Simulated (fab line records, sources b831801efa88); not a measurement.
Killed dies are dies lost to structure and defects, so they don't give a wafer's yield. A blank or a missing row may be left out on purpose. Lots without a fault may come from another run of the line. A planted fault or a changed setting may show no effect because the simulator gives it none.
fab line records | flow gf180mcu
record lots=6 wafers=18 last_day=33
route steps=602 shown VT_IMPLANT@119
lots that met no fault: from a run of the same line without faults
start_h: hours from the record's first day to the start of the lot's first wafer shown | wait_h: hours since the lot's step before | " the same as in the row above | L1.1+2: a row that stands for several wafers | - no value, or no start given | * or withheld: withheld | < > ~ a bound
route shown NAME@n: a module of which the file shows steps, and the number in the route of the first | usual: mean/standard deviation of fault-free wafers | same: alike in all rows | chamber/n: place in a boat | sites: the reading at each site | _std_site: their standard deviation | _edge_site: outer sites' mean less inner sites' | radius_mm: how far each site lies from the wafer's centre | mask NAME#n: copy n | behind: the tool/chamber that last shaped the wafer | hold: why the lot was held/for how many hours/how that ended | device: the transistor (n, p or np) that didn't switch | end of line: the same wafers' tests at the end of the route | a step without rows: its recipe alone | killed: dies lost to structure and defects at the first sort, not the wafer's yield | map: a wafer's dies, x killed, . not, _ none there
set.NAME: the setting as run; set.NAME@STEP: as run at that earlier step | model.NAME: the simulator's own value behind a step, which no gauge read
lots at some steps of the route; a table a step, a row a wafer
services: from which hour (start_h, from the record's first day; less than 0 if before it) a tool's chamber was out of use, for how many hours, and why
## steps
# step GF_VT_IMPLANT_OVL_MEAS_29
# usual VT_IMPLANT_02_OVL=-0.7/1.4
# columns lot.wafer tool chamber start_h wait_h VT_IMPLANT_02_OVL[nm]
L677.2 overlay-02 - 166.67 0.1 -2.6
L677.4 " - " " -1.5
L677.6 " - " " -0.4
L678.2 overlay-01 - 175.67 0.1 0.1
L678.3 " - " " 0.0
L678.4 " - " " 0.1
L686.3 overlay-02 - 224.88 0.1 1.4
L686.5 " - " " 1.3
L686.6 " - " " 1.6
L690.1 overlay-02 - 250.71 0.1 2.5
L690.3 " - " " 2.0
L690.5 " - " " 0.6
L691.2 overlay-01 - 256.32 0.1 -0.4
L691.3 " - " " -2.2
L691.4 " - " " -1.4
L692.1 overlay-02 - 264.21 0.1 -1.9
L692.3 " - " " -0.4
L692.5 " - " " -0.6
# step GF_VT_IMPLANT_IMPLANT_30
# recipe species=B energy_kev=25 dose_cm2=2.534e+12 tilt_deg=7
# step GF_VT_IMPLANT_STRIP_31
# recipe chemistry=O2/N2 power_w=1400 pressure_mtorr=1500 platen_temp_c=250 o2_flow_sccm=3000 n2_flow_sccm=300 overash_fraction=0.5
# usual drypump_motor_current_A=5.8/0.37 heater_power_w=348/23 oes_product_au=0.716/0.004 strip_time_to_endpoint_s=12.62/0.039
# same overash_fraction=0.5
# columns lot.wafer tool chamber start_h wait_h drypump_motor_current_A heater_power_w oes_product_au rf_hours_counter_h strip_time_to_endpoint_s
L677.2 plasma_asher-01 0 166.85 0.1 5.9 305 0.719 54 12.63
L677.4 " 0 " " 6.0 312 0.712 - 12.65
L677.6 " 1 " " 5.7 373 0.717 - 12.65
L678.2 plasma_asher-01 0 175.85 0.1 6.0 316 0.722 55 12.62
L678.3 " 0 " " 6.0 312 0.719 - 12.57
L678.4 " 1 " " 5.7 368 0.716 - 12.53
L686.3 plasma_asher-01 1 225.08 0.1 5.7 365 0.727 - 12.65
L686.5 " 1 " " 5.7 359 0.702 - 12.67
L686.6 " 0 " " 6.0 315 0.718 - 12.64
L690.1 plasma_asher-02 0 250.90 0.1 6.4 317 0.710 14 12.61
L690.3 " 0 " " 6.4 314 0.718 - 12.61
L690.5 " 1 " " 5.7 353 0.720 - 12.59
L691.2 plasma_asher-04 0 256.50 0.1 6.0 364 0.717 65 12.58
L691.3 " 1 " " 5.2 371 0.722 - 12.62
L691.4 " 0 " " 6.0 361 0.722 - 12.57
L692.1 plasma_asher-04 1 264.40 0.1 5.2 381 0.716 66 12.64
L692.3 " 0 " " 6.0 365 0.712 - 12.61
L692.5 " 0 " " 6.0 357 0.712 - 12.63
# step GF_VT_IMPLANT_TW_MEAS_32
# usual VT_IMPLANT_3_TW=268.5/1.2
# columns lot.wafer tool chamber start_h wait_h VT_IMPLANT_3_TW
L677.2 film_metro-04 - 166.96 0.1 270.5
L677.4 " - " " 270.5
L677.6 " - " " 269.6
L678.2 film_metro-03 - 175.96 0.1 267.8
L678.3 " - " " 269.0
L678.4 " - " " 268.3
L686.3 film_metro-03 - 225.17 0.1 266.5
L686.5 " - " " 267.2
L686.6 " - " " 267.6
L690.1 film_metro-04 - 251.00 0.1 268.4
L690.3 " - " " 268.6
L690.5 " - " " 268.1
L691.2 film_metro-03 - 256.61 0.1 267.0
L691.3 " - " " 266.3
L691.4 " - " " 266.7
L692.1 film_metro-03 - 264.50 0.1 267.4
L692.3 " - " " 268.3
L692.5 " - " " 268.0
# step GF_VT_IMPLANT_DEHYDRATE_33
# recipe temp_c=200 time_s=60
# step GF_VT_IMPLANT_HMDS_34
# recipe prime_time_s=60 prime_temp_c=120
# step GF_VT_IMPLANT_COAT_35
# recipe resist=NOVOLAK spin_rpm=3000 resist_thk_nm=1000
# step GF_VT_IMPLANT_SOFTBAKE_36
# recipe temp_c=90 time_s=60 resist=NOVOLAK
# step GF_VT_IMPLANT_EXPOSE_37
# recipe mask_id=Nwell_HV_AREA target_cd_nm=860 na=0.6 source_shape=conventional sigma_outer=0.6 dose_mj=140
# step GF_VT_IMPLANT_PEB_38
# recipe temp_c=withheld time_s=* resist=NOVOLAK
# step GF_VT_IMPLANT_DEVELOP_39
# recipe develop_time_s=60 dev_temp_c=23
# step GF_VT_IMPLANT_OVL_MEAS_40
# usual VT_IMPLANT_03_OVL=0.4/1.2
# columns lot.wafer tool chamber start_h wait_h VT_IMPLANT_03_OVL[nm]
L677.2 overlay-02 - 183.02 0.1 0.9
L677.4 " - " " -0.9
L677.6 " - " " 2.2
L678.2 overlay-01 - 192.02 0.1 -0.8
L678.3 " - " " -1.6
L678.4 " - " " 1.9
L686.3 overlay-02 - 242.73 0.1 -1.3
L686.5 " - " " -0.6
L686.6 " - " " -1.3
L690.1 overlay-01 - 269.96 0.1 1.5
L690.3 " - " " 2.4
L690.5 " - " " 1.2
L691.2 overlay-02 - 275.32 0.1 0.2
L691.3 " - " " 1.2
L691.4 " - " " -0.1
L692.1 overlay-01 - 284.36 0.1 0.1
L692.3 " - " " 1.9
L692.5 " - " " 1.6
# step GF_VT_IMPLANT_IMPLANT_41
# recipe species=As energy_kev=70 dose_cm2=1.013e+12 tilt_deg=7
# usual beam_energy_keV=70.000/0.021
# columns lot.wafer tool chamber start_h wait_h beam_energy_keV model.implant.rp_nm model.implant.drp_nm
L677.2 implanter-01 0 183.08 0.0 69.978 42.84 18.17
L677.4 " 0 " " 69.972 42.84 18.17
L677.6 " 0 " " 69.992 42.84 18.17
L678.2 implanter-02 0 192.08 0.0 69.979 42.11 18.17
L678.3 " 0 " " 69.963 42.11 18.17
L678.4 " 0 " " 69.979 42.11 18.17
L686.3 implanter-02 0 242.80 0.1 61.786 37.89 16.51
L686.5 " 0 " " 61.762 37.89 16.51
L686.6 " 0 " " 61.751 37.89 16.51
L690.1 implanter-02 0 270.00 0.0 61.757 38.5 16.51
L690.3 " 0 " " 61.773 38.5 16.51
L690.5 " 0 " " 61.783 38.5 16.51
L691.2 implanter-01 0 275.37 0.0 70.047 43.22 18.17
L691.3 " 0 " " 69.996 43.22 18.17
L691.4 " 0 " " 70.013 43.22 18.17
L692.1 implanter-03 0 284.40 0.0 69.990 41.09 18.17
L692.3 " 0 " " 69.971 41.09 18.17
L692.5 " 0 " " 69.963 41.09 18.17
# step GF_VT_IMPLANT_STRIP_42
# recipe chemistry=O2/N2 power_w=1400 pressure_mtorr=1500 platen_temp_c=250 o2_flow_sccm=3000 n2_flow_sccm=300 overash_fraction=0.5
# usual drypump_motor_current_A=5.9/0.34 heater_power_w=342/23 oes_product_au=0.716/0.0046 strip_time_to_endpoint_s=12.63/0.031
# same overash_fraction=0.5
# columns lot.wafer tool chamber start_h wait_h drypump_motor_current_A heater_power_w oes_product_au rf_hours_counter_h strip_time_to_endpoint_s
L677.2 plasma_asher-02 1 183.20 0.1 5.7 345 0.717 7 12.63
L677.4 " 0 " " 6.3 321 0.710 - 12.56
L677.6 " 1 " " 5.7 345 0.721 - 12.62
L678.2 plasma_asher-01 0 192.20 0.1 6.0 308 0.712 56 12.63
L678.3 " 1 " " 5.7 360 0.710 - 12.61
L678.4 " 0 " " 6.0 308 0.715 - 12.62
L686.3 plasma_asher-01 0 242.93 0.1 6.0 306 0.719 - 12.57
L686.5 " 1 " " 5.7 365 0.717 - 12.57
L686.6 " 0 " " 6.0 308 0.721 - 12.60
L690.1 plasma_asher-01 1 270.15 0.1 5.7 362 0.718 65 12.67
L690.3 " 1 " " 5.7 372 0.714 - 12.69
L690.5 " 1 " " 5.7 367 0.717 - 12.68
L691.2 plasma_asher-01 1 275.50 0.1 5.7 359 0.711 65 12.65
L691.3 " 0 " " 6.0 310 0.724 - 12.65
L691.4 " 1 " " 5.7 358 0.703 - 12.60
L692.1 plasma_asher-04 0 284.55 0.1 6.0 350 0.718 68 12.67
L692.3 " 1 " " 5.2 379 0.709 - 12.68
L692.5 " 1 " " 5.2 366 0.714 - 12.65
# step GF_VT_IMPLANT_TW_MEAS_43
# usual VT_IMPLANT_4_TW=691/3.7
# columns lot.wafer tool chamber start_h wait_h VT_IMPLANT_4_TW
L677.2 film_metro-04 - 183.31 0.1 686
L677.4 " - " " 688
L677.6 " - " " 684
L678.2 film_metro-04 - 192.31 0.1 694
L678.3 " - " " 694
L678.4 " - " " 690
L686.3 film_metro-04 - 243.02 0.1 666
L686.5 " - " " 670
L686.6 " - " " 669
L690.1 film_metro-03 - 270.25 0.1 664
L690.3 " - " " 666
L690.5 " - " " 668
L691.2 film_metro-01 - 275.61 0.1 692
L691.3 " - " " 694
L691.4 " - " " 692
L692.1 film_metro-01 - 284.65 0.1 696
L692.3 " - " " 699
L692.5 " - " " 697
# step GF_VT_IMPLANT_CLEAN_44
# recipe chemistry=SC1/SC2 mix=1:4:20 temp_c=70 time_s=150 dry=n2_spin
## services
# columns tool chamber start_h hours kind
implanter-03 - 151.36 3.4 repair
implanter-01 - 166.51 4.5 pm
plasma_asher-01 - 184.05 0.6 repair
plasma_asher-01 - 196.14 2.8 pm
implanter-03 - 242.79 3.0 pm
implanter-03 - 245.99 0.5 repair
implanter-02 - 253.49 1.3 repair
## key
first_sign step=GF_VT_IMPLANT_IMPLANT_41 reading=beam_energy_keV direction=down sigmas=99+ usual=70.000 struck=61.769
effect step=GF_VT_IMPLANT_TW_MEAS_43 reading=VT_IMPLANT_4_TW direction=down sigmas=6.3 usual=691 struck=667
model_effect step=GF_VT_IMPLANT_IMPLANT_41 value=implant.rp_nm without=42.46 struck=38.19
met_at GF_VT_IMPLANT_IMPLANT_41
struck_wafers L686.3,L686.5,L686.6,L690.1,L690.3,L690.5
tester_left_out L686,L690
onset_between 192.08 242.80
fault kind=process_parameter_drift tool=implanter-02 chamber=- onset_h=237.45 steps=GF_VT_IMPLANT_IMPLANT_41 channel=energy_kev offset=-8.2379 shape=step end_h=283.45 acts_in=these_recipes_only stated=70
# tester_left_out: of these lots the tester's yield and bins aren't shown, on N5 and GAA mostly nor the transistor test; their killed dies are dies lost to structure and defects alone, not to doping, threshold or leakage, so they don't give the yield
